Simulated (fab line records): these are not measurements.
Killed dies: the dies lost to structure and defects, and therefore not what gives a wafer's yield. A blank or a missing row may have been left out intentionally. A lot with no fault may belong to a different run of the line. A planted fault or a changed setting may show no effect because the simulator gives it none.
Which tool did it? | flow sfq-line | 15 lots, 44 wafers sampled, at 6 steps of a route of 325

## WHAT THE GAUGES READ, wafer by wafer
SFQ_M7_RS_MEAS_943: the measuring method here is four-point-probe.
lot  | measured     | on            | M7_NB_RS (ohm/sq)
L396 | day 67 12:06 | film-metro-04 | 0.908 0.891 0.901
L398 | day 69 06:29 | film-metro-01 | 0.891 0.893 0.892
L400 | day 72 23:25 | film-metro-01 | 0.896 0.918 0.911
L401 | day 73 00:37 | film-metro-04 | 0.863 0.894 0.876
L403 | day 73 15:01 | film-metro-04 | 0.891 0.874
L404 | day 74 16:22 | film-metro-02 | 0.897 0.912 0.892
L405 | day 74 18:44 | film-metro-02 | 0.885 0.872 0.873
L412 | day 76 17:40 | film-metro-02 | 0.883 0.883 0.877
L413 | day 76 22:38 | film-metro-02 | 0.892 0.884 0.903
L414 | day 77 00:52 | film-metro-04 | 0.874 0.876 0.898
L415 | day 78 15:16 | film-metro-02 | 0.881 0.895 0.897
L416 | day 78 20:04 | film-metro-02 | 0.896 0.889 0.889
L417 | day 79 03:31 | film-metro-01 | 0.895 0.891 0.885
L418 | day 79 06:02 | film-metro-02 | 0.898 0.887 0.899
L419 | day 79 07:14 | film-metro-04 | 0.912 0.891 0.885

SFQ_I7_OVL_MEAS_947.
lot  | measured     | on         | I7_OVL (nm)
L396 | day 68 18:20 | overlay-02 | -2 -6 -4
L398 | day 70 02:39 | overlay-02 | -6 -4 -3
L400 | day 73 22:46 | overlay-01 | -5 -2 1
L401 | day 74 00:07 | overlay-01 | 3 -3 -2
L403 | day 74 02:22 | overlay-01 | -4 2
L404 | day 78 22:35 | overlay-02 | -10 -8 -16
L405 | day 78 23:47 | overlay-02 | -5 -10 -2
L412 | day 80 17:55 | overlay-01 | 11 4 1
L413 | day 80 19:07 | overlay-01 | 2 2 0
L414 | day 81 01:07 | overlay-01 | -1 -6 -13
L415 | day 82 10:52 | overlay-01 | -3 -5 -3
L416 | day 82 15:40 | overlay-01 | -6 -2 -3
L417 | day 83 02:29 | overlay-01 | 0 -4 -10
L418 | day 83 04:53 | overlay-02 | -8 -8 -5
L419 | day 83 06:43 | overlay-02 | 7 2 4

## WHICH TOOL RAN EACH LOT (tool, then ch and the chambers of the sampled wafers, then the start)
lot  | SFQ_TRILAYER_I4_CMP_CMP_100   | SFQ_TRILAYER_I4_METRO_MEASURE_101 | SFQ_TRILAYER_I4_VIA_ETCH_VIA_ETCH_106 | SFQ_TRILAYER_JJ_TRILAYER_DEP_SPUTTER_110
L396 | cmp-02 ch 1,2, day 47 16:37   | film-metro-03, day 47 19:14       | rie-diel-04 ch 1,2,3, day 49 04:58    | pvd-sputter-03, day 49 06:07
L398 | cmp-01 ch 0,1,2, day 49 07:28 | film-metro-01, day 49 10:17       | rie-diel-02 ch 1,3, day 49 13:57      | pvd-sputter-05, day 49 15:34
L400 | cmp-01 ch 0,1, day 51 05:19   | film-metro-04, day 51 08:26       | rie-diel-04 ch 1,2, day 51 13:58      | pvd-sputter-05, day 51 14:57
L401 | cmp-02 ch 0,1,2, day 51 13:09 | film-metro-04, day 51 16:16       | rie-diel-02 ch 0,1, day 51 21:11      | pvd-sputter-05, day 51 22:11
L403 | cmp-01 ch 0,2, day 52 06:51   | film-metro-01, day 52 08:28       | rie-diel-02 ch 1,2, day 52 12:36      | pvd-sputter-03, day 52 14:11
L404 | cmp-01 ch 1,2, day 52 18:24   | film-metro-03, day 52 21:43       | rie-diel-03 ch 2,3, day 57 05:22      | pvd-sputter-05, day 57 06:22
L405 | cmp-01 ch 2,3, day 52 21:24   | film-metro-03, day 53 00:31       | rie-diel-03 ch 1,2,3, day 57 08:58    | pvd-sputter-03, day 57 09:58
L412 | cmp-01 ch 1,3, day 55 16:55   | film-metro-04, day 55 19:32       | rie-diel-03 ch 0,1, day 59 13:38      | pvd-sputter-05, day 59 14:38
L413 | cmp-02 ch 2,3, day 55 17:01   | film-metro-03, day 55 20:08       | rie-diel-04 ch 1,2, day 59 14:40      | pvd-sputter-03, day 59 15:39
L414 | cmp-01 ch 0,2,3, day 57 17:55 | film-metro-03, day 57 19:32       | rie-diel-03 ch 1,3, day 61 01:09      | pvd-sputter-05, day 61 02:08
L415 | cmp-01 ch 0,1,2, day 58 14:12 | film-metro-03, day 58 17:19       | rie-diel-03 ch 1,2,3, day 62 09:33    | pvd-sputter-04, day 62 10:32
L416 | cmp-01 ch 0,2,3, day 58 20:12 | film-metro-01, day 58 23:19       | rie-diel-02 ch 0,1,3, day 62 17:57    | pvd-sputter-05, day 62 18:56
L417 | cmp-02 ch 2,3, day 58 23:53   | film-metro-04, day 59 02:55       | rie-diel-02 ch 0,1,3, day 62 23:57    | pvd-sputter-04, day 63 00:56
L418 | cmp-02 ch 0,2,3, day 59 02:23 | film-metro-01, day 59 05:43       | rie-diel-03 ch 2,3, day 63 03:33      | pvd-sputter-03, day 63 04:32
L419 | cmp-01 ch 0,1, day 59 08:12   | film-metro-04, day 59 11:19       | rie-diel-03 ch 1,3, day 63 14:19      | pvd-sputter-04, day 63 15:19
- SFQ_TRILAYER_I4_CMP_CMP_100: polishes SiO2.
- SFQ_TRILAYER_I4_METRO_MEASURE_101
- SFQ_TRILAYER_I4_VIA_ETCH_VIA_ETCH_106: etches SiO2 in CHF3, stops on Nb, target depth 260 nm.
- SFQ_TRILAYER_JJ_TRILAYER_DEP_SPUTTER_110: material Al, target thk 8 nm, time 10 s.

## WHAT THE TOOLS THEMSELVES READ (means of the sampled wafers that have a number; where no wafer has one, the mark that the record gives instead)
SFQ_TRILAYER_I4_CMP_CMP_100.
lot  | tool   | edge-zone-pressure-frac | motor-current-A (A) | time-to-endpoint-s (s)
L396 | cmp-02 | 0.996                   | 9.4                 | 225
L398 | cmp-01 | 0.998                   | 9.1                 | 211
L400 | cmp-01 | 1.001                   | 8.9                 | 218
L401 | cmp-02 | 1.001                   | 9.1                 | 221
L403 | cmp-01 | 0.994                   | 9.4                 | 252
L404 | cmp-01 | 1.003                   | 9.0                 | 232
L405 | cmp-01 | 1.004                   | 10.3                | 260
L412 | cmp-01 | 1.005                   | 10.5                | 212
L413 | cmp-02 | 1.005                   | 8.8                 | 208
L414 | cmp-01 | 0.999                   | 10.1                | 217
L415 | cmp-01 | 0.996                   | 9.4                 | 206
L416 | cmp-01 | 0.998                   | 9.8                 | 216
L417 | cmp-02 | 0.998                   | 8.7                 | 216
L418 | cmp-02 | 1.001                   | 8.7                 | 209
L419 | cmp-01 | 0.999                   | 9.2                 | 201

SFQ_TRILAYER_I4_METRO_MEASURE_101.
lot  | tool          | thk-nm (nm)
L396 | film-metro-03 | 200.7
L398 | film-metro-01 | 199.2
L400 | film-metro-04 | 200.1
L401 | film-metro-04 | 200.9
L403 | film-metro-01 | 254.9
L404 | film-metro-03 | 234.3
L405 | film-metro-03 | 271.6
L412 | film-metro-04 | 201.0
L413 | film-metro-03 | 198.8
L414 | film-metro-03 | 199.0
L415 | film-metro-03 | 198.9
L416 | film-metro-01 | 199.0
L417 | film-metro-04 | 199.4
L418 | film-metro-01 | 198.9
L419 | film-metro-04 | 199.1

SFQ_TRILAYER_I4_VIA_ETCH_VIA_ETCH_106.
lot  | tool        | drypump-motor-current-A (A) | oes-product-au (a.u.) | rf-fwd-power-W (W)
L396 | rie-diel-04 | 5.9                         | 0.860                 | 498.5
L398 | rie-diel-02 | 5.7                         | 0.855                 | 497.1
L400 | rie-diel-04 | 6.0                         | 0.855                 | 497.1
L401 | rie-diel-02 | 5.5                         | 0.853                 | 499.9
L403 | rie-diel-02 | 5.0                         | 0.927                 | 497.9
L404 | rie-diel-03 | 5.4                         | 0.905                 | 498.0
L405 | rie-diel-03 | 5.9                         | 0.950                 | 498.3
L412 | rie-diel-03 | 6.3                         | 0.856                 | 500.3
L413 | rie-diel-04 | 6.0                         | 0.848                 | 499.4
L414 | rie-diel-03 | 5.8                         | 0.852                 | 497.7
L415 | rie-diel-03 | 5.9                         | 0.852                 | 499.2
L416 | rie-diel-02 | 5.6                         | 0.855                 | 497.6
L417 | rie-diel-02 | 5.6                         | 0.848                 | 498.6
L418 | rie-diel-03 | 5.5                         | 0.849                 | 498.6
L419 | rie-diel-03 | 5.7                         | 0.851                 | 499.0

SFQ_TRILAYER_JJ_TRILAYER_DEP_SPUTTER_110.
lot  | tool           | cathode-dc-power-W (W) | throttle-valve-pct (%)
L396 | pvd-sputter-03 | 500.02                 | 30.1
L398 | pvd-sputter-05 | 499.97                 | 28.9
L400 | pvd-sputter-05 | 500.08                 | 30.7
L401 | pvd-sputter-05 | 500.04                 | 30.2
L403 | pvd-sputter-03 | 500.09                 | 31.6
L404 | pvd-sputter-05 | 500.00                 | 31.4
L405 | pvd-sputter-03 | 500.01                 | 29.3
L412 | pvd-sputter-05 | 499.93                 | 30.1
L413 | pvd-sputter-03 | 499.90                 | 29.7
L414 | pvd-sputter-05 | 500.04                 | 29.7
L415 | pvd-sputter-04 | 500.07                 | 28.8
L416 | pvd-sputter-05 | 500.04                 | 31.1
L417 | pvd-sputter-04 | 499.96                 | 29.9
L418 | pvd-sputter-03 | 500.03                 | 29.7
L419 | pvd-sputter-04 | 499.93                 | 28.6

## THE ANSWER, worked out from the rows above alone
Rule: the usual values come from the lots themselves. The widest of any qualifying gaps counts: lots, ordered by their means at a reading, are off when they make up no more than a third of the lots, leave a main group of 4 or more, and stand apart from it by 3 or more times the standard deviation of that group's means. A main group is skipped when, at the precision printed for the reading in the tables above, its means are all equal. A lot without any number at a reading at which 4 lots or more have one is off too. All remaining lots with rows at the step are treated as sound. First the gauges in route order, then the tools' own readings, where a lot's mean is used as printed above. The first step at which some lot is off is used, and at that step the reading that is off furthest; a lot without a number counts as furthest.
Off: L403, L404, L405 (SFQ_TRILAYER_I4_METRO_MEASURE_101, thk-nm). The main group has a mean of 199.6 nm with a standard deviation of 0.81.
A tool fits if, at that step or a process step before it, it ran every lot that is off, and no sound lot after the first of them. No candidate that was tried fits.

## WHAT HAD BEEN PUT IN BY THE SIMULATOR
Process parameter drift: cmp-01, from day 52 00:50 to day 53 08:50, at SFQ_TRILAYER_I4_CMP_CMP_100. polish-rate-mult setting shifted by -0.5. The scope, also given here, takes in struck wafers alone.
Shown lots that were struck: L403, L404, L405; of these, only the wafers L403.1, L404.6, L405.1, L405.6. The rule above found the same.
